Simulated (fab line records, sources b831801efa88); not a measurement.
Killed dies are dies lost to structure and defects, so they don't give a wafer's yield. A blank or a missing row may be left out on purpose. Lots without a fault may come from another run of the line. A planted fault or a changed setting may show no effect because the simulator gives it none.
Which tool did it? | flow gf180mcu | 14 lots, 42 wafers sampled, at 3 steps of a route of 602

WHAT THE GAUGES READ, wafer by wafer
GF_M2_THK_MEAS_06: measures by xrf.
lot  | measured     | on            | M2_ALCU_THK (nm)
L325 | day 17 18:58 | film_metro-02 | 463 460 468
L326 | day 19 05:02 | film_metro-02 | 459 456 458
L327 | day 19 12:26 | film_metro-04 | 454 456 454
L328 | day 19 16:01 | film_metro-01 | 460 449 457
L329 | day 19 22:33 | film_metro-02 | 451 456 464
L330 | day 20 06:27 | film_metro-04 | 450 456 457
L332 | day 21 02:14 | film_metro-02 | 451 455 453
L339 | day 23 14:25 | film_metro-04 | 449 444 442
L342 | day 24 14:56 | film_metro-02 | 456 456 469
L343 | day 25 05:19 | film_metro-04 | 451 456 449
L344 | day 25 10:42 | film_metro-01 | 470 472 467
L345 | day 25 15:27 | film_metro-01 | 464 463 457
L347 | day 25 23:25 | film_metro-02 | 453 462 466
L348 | day 26 03:34 | film_metro-01 | 466 476 467

WHICH TOOL RAN EACH LOT (tool, then ch and the chambers of the sampled wafers, then the start)
lot  | GF_HV_LDD_IMPLANT_21            | GF_M1_SPUTTER_04
L325 | implanter-01 ch 0, day 10 11:35 | pvd_sputter-04, day 15 18:36
L326 | implanter-01 ch 0, day 11 12:12 | pvd_sputter-01, day 17 01:59
L327 | implanter-02 ch 0, day 11 20:36 | pvd_sputter-01, day 17 09:48
L328 | implanter-02 ch 0, day 11 21:15 | pvd_sputter-03, day 17 11:49
L329 | implanter-02 ch 0, day 12 03:47 | pvd_sputter-04, day 17 19:04
L330 | implanter-02 ch 0, day 12 09:36 | pvd_sputter-03, day 18 02:37
L332 | implanter-02 ch 0, day 13 03:30 | pvd_sputter-01, day 18 22:36
L339 | implanter-01 ch 0, day 15 08:26 | pvd_sputter-01, day 21 12:43
L342 | implanter-02 ch 0, day 16 10:31 | pvd_sputter-04, day 22 15:02
L343 | implanter-01 ch 0, day 16 22:12 | pvd_sputter-04, day 23 05:18
L344 | implanter-02 ch 0, day 17 03:25 | pvd_sputter-01, day 23 10:36
L345 | implanter-02 ch 0, day 17 08:59 | pvd_sputter-04, day 23 15:53
L347 | implanter-02 ch 0, day 17 19:13 | pvd_sputter-04, day 24 00:38
L348 | implanter-04 ch 0, day 17 22:53 | pvd_sputter-01, day 24 04:50
- GF_HV_LDD_IMPLANT_21
- GF_M1_SPUTTER_04: material TiN, target thk 50 nm, time 41.7 s.

WHAT THE TOOLS THEMSELVES READ (means of the sampled wafers that have a number; where no wafer has one, the mark that the record gives instead)
GF_HV_LDD_IMPLANT_21.
lot  | tool         | dose_ions_cm2 | end_station_pressure_torr (Torr)
L325 | implanter-01 | 4.996e+13     | 4.93e-06
L326 | implanter-01 | 4.994e+13     | 5.35e-06
L327 | implanter-02 | 4.995e+13     | 5.27e-06
L328 | implanter-02 | 5.007e+13     | 5.22e-06
L329 | implanter-02 | 4.991e+13     | 5.30e-06
L330 | implanter-02 | 5.202e+13     | 5.20e-06
L332 | implanter-02 | 5.201e+13     | 5.38e-06
L339 | implanter-01 | 4.994e+13     | 5.14e-06
L342 | implanter-02 | 5.004e+13     | 5.20e-06
L343 | implanter-01 | 4.993e+13     | 5.27e-06
L344 | implanter-02 | 5.000e+13     | 5.41e-06
L345 | implanter-02 | 5.000e+13     | 5.19e-06
L347 | implanter-02 | 5.000e+13     | 5.16e-06
L348 | implanter-04 | 4.995e+13     | 5.02e-06

GF_M1_SPUTTER_04.
lot  | tool           | throttle_valve_pct (%)
L325 | pvd_sputter-04 | 30.7
L326 | pvd_sputter-01 | 30.2
L327 | pvd_sputter-01 | 30.4
L328 | pvd_sputter-03 | 29.6
L329 | pvd_sputter-04 | 29.9
L330 | pvd_sputter-03 | 30.1
L332 | pvd_sputter-01 | 30.5
L339 | pvd_sputter-01 | 30.4
L342 | pvd_sputter-04 | 29.9
L343 | pvd_sputter-04 | 29.9
L344 | pvd_sputter-01 | 30.2
L345 | pvd_sputter-04 | 29.8
L347 | pvd_sputter-04 | 30.1
L348 | pvd_sputter-01 | 30.6

THE ANSWER, worked out from the rows above alone
Rule: what is usual is taken from the lots themselves. Put in order of their means at a reading, lots are off if they are a third of the lots or fewer, leave a main group of 4 or more, and stand apart from it by a gap of 3 or more times the standard deviation of the main group's means; of several such gaps the widest counts. A main group whose means are all the same, to the digits that the tables above print for the reading, isn't used. A lot without any number at a reading at which 4 lots or more have one is off too. The other lots that the step has rows for count as sound. The gauges are gone through in route order, then the tools' own readings, and for those a lot's mean is taken as printed above. The first step at which some lot is off is used, and at that step the reading that is off furthest; a lot without a number counts as furthest.
Off: L330, L332, at GF_HV_LDD_IMPLANT_21 (dose_ions_cm2). The main group: mean 4.997e+13, standard deviation 4.6e+10.
A tool fits if, at that step or a process step before it, it ran every lot that is off, and no sound lot after the first of them. None of those tried fits.

WHAT THE SIMULATOR HAD PUT IN
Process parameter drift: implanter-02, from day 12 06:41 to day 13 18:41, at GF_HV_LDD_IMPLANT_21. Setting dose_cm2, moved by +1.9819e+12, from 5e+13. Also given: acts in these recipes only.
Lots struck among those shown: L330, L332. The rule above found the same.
